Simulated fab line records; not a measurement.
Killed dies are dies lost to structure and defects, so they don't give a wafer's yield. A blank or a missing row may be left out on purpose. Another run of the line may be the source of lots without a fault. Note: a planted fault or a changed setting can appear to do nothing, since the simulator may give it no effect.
Problem report, 8D (eight disciplines) form, completed by code -- flow sky130 -- the parts of the form that need people (team, actions taken, sign-off) are left out

== 1. PROBLEM STATEMENT ==
At SKY_LDD_HVN_COAT_02, spin speed rpm averages 3062.1 rpm over 6 wafers from 2 lots, while fault-free wafers read 3000.1 rpm, standard deviation 2.2. That puts it +28 standard deviations away from the usual mean.
The step: resist thk 300 nm.
First observed at day 23 04:04: wafer L604.1, on litho track-02. The record holds 42 wafers of 14 lots with a number at this step. Rule for "out", or "out of limits": more than 4 standard deviations from the usual mean. The rest of the wafers with a number are treated as sound.

== 2. WHAT IT IS, AND WHAT IT ISN'T ==
question,is,is not
which readings at this step,spin speed rpm,-
which lots,"L604, L605","L595, L596, L603, L609, L611, L612, L613, L614, L615, L616, L617, L618"
which wafers of those lots,all that have a number,-
read on which tools,litho track-02,"litho track-03, litho track-04"
when,from day 23 04:04,"up to then (9 sound wafers); but 27 sound wafers of L609, L611, L612, L613, L614, L615, L616, L617, L618 came after"

== 3. SUSPECTS, AND WHAT RULES EACH OUT ==
Counting: a tool stays on the suspect list if, at a process step up to the reading, it processed all lots that are out and no sound lot following the first of them.
- litho track-02 at SKY_LDD_HVN_COAT_02 (resist thk 300 nm): ruled out as a lasting fault. Following L604 (day 23 04:04), the first lot on it that is out, the sound lots L612, L613, L618 were run on it.
Left after counting: nothing in the record.

== 4. THE CAUSE (what the simulator had put in) ==
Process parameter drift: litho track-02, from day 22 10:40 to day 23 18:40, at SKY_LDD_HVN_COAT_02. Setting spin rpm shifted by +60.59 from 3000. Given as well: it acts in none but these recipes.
Counting ruled it out, wrongly.

== 5. THE CHAIN OF EFFECTS, in route order ==
One row per reading whose mean, taken over the struck wafers that have a number, lies over 3 standard deviations from the usual. Only readings for which the record gives a usual standard deviation are gone through. hours: the time from each lot's start at the first step in this table that gives one to its start at this step, as a median over the lots. sigmas: the change in usual standard deviations.
hours,step,reading,usual,on struck wafers,change,sigmas
0,SKY_LDD_HVN_COAT_02,spin speed rpm,3000.1 rpm,3062.1,+62.0,+28
The process steps in it:
- SKY_LDD_HVN_COAT_02: resist thk 300 nm.
Later measuring or inspecting steps at which every struck wafer that the step has a row for has a number for every such reading, and none has moved that far: SKY_LDD_HVN_OVL_MEAS_07, SKY_LI_CONTACT_OVL_MEAS_13.

== 6. HOW IT WOULD HAVE BEEN CAUGHT EARLIER ==
The fault began at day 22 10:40; the first out-of-limits reading in this record came at day 23 04:04, 17 hours later.
